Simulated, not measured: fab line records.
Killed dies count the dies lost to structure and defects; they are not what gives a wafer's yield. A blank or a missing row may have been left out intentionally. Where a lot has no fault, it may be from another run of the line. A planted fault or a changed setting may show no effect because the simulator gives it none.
Problem report in the 8D (eight disciplines) form, filled by code    flow sky130    the parts of the form that need people (team, actions taken, sign-off) are left out

== 1. WHAT IS WRONG ==
At SKY_NWELL_IMPLANT_12, beam energy keV averages 122.56 over 6 wafers from 2 lots, while fault-free wafers read 120.00, standard deviation 0.032. Measured from the usual mean, that is +80 standard deviations.
The first sign was on wafer L971.3 at day 6 07:07, on implanter-01. The record has a number at this step for 39 wafers belonging to 13 lots. The rule behind "out" and "out of limits": a value lying over 4 standard deviations away from the usual mean. The other wafers with a number count as sound.

== 2. WHAT IT IS, AND WHAT IT ISN'T ==
question                     is                      is not
which readings at this step  beam energy keV         beam on s
which lots                   L971, L973              L965, L969, L970, L972, L976, L977, L982, L983, L985, L986, L987
which wafers of those lots   all that have a number  -
read on which tools          implanter-01            implanter-02, implanter-03
when                         from day 6 07:07        up to then (9 sound wafers); but 24 sound wafers of L972, L976, L977, L982, L983, L985, L986, L987 came after

== 3. SUSPECTS, AND WHAT RULES EACH OUT ==
Counting: a tool at a process step up to the reading stays a suspect if it ran every lot that is out and no sound lot after the first of them.
- plasma asher-02 at SKY_FIELD_ISO_STRIP_16 (strips in O2/N2): ruled out as a lasting fault. Sound lots L977, L986, L987 ran on it after its first lot that is out, L971 (day 3 20:01).
- implanter-01 at SKY_NWELL_IMPLANT_12: kept. It processed each lot that is out, first L971 at day 6 07:07, and no sound lot thereafter; up to then, the last sound lot it processed was L970 at day 5 21:36. Its own beam energy keV readings are out on those wafers.
The count leaves implanter-01 at SKY_NWELL_IMPLANT_12.

== 4. THE CAUSE (what the simulator had put in) ==
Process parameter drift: implanter-01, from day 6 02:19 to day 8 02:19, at SKY_NWELL_IMPLANT_12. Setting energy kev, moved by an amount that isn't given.
Only this tool survived the counting.

== 5. THE CHAIN OF EFFECTS, in route order ==
One row per reading whose mean, taken over the struck wafers that have a number, lies over 3 standard deviations from the usual. Readings are gone through only where the record gives a usual standard deviation; hours: the median, over the lots, of the time from a lot's start at the first step in this table giving one to that lot's start at this step; sigmas: the change measured in usual standard deviations.
hours  step                  reading          usual   on struck wafers  change  sigmas
0      SKY_NWELL_IMPLANT_12  beam energy keV  120.00  122.56            +2.56   +80
The process steps in it:
- SKY_NWELL_IMPLANT_12

== 6. WHAT WOULD HAVE CAUGHT IT SOONER ==
5 hours passed between the start of the fault at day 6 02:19 and the first reading out of limits in this record, taken at day 6 07:07.
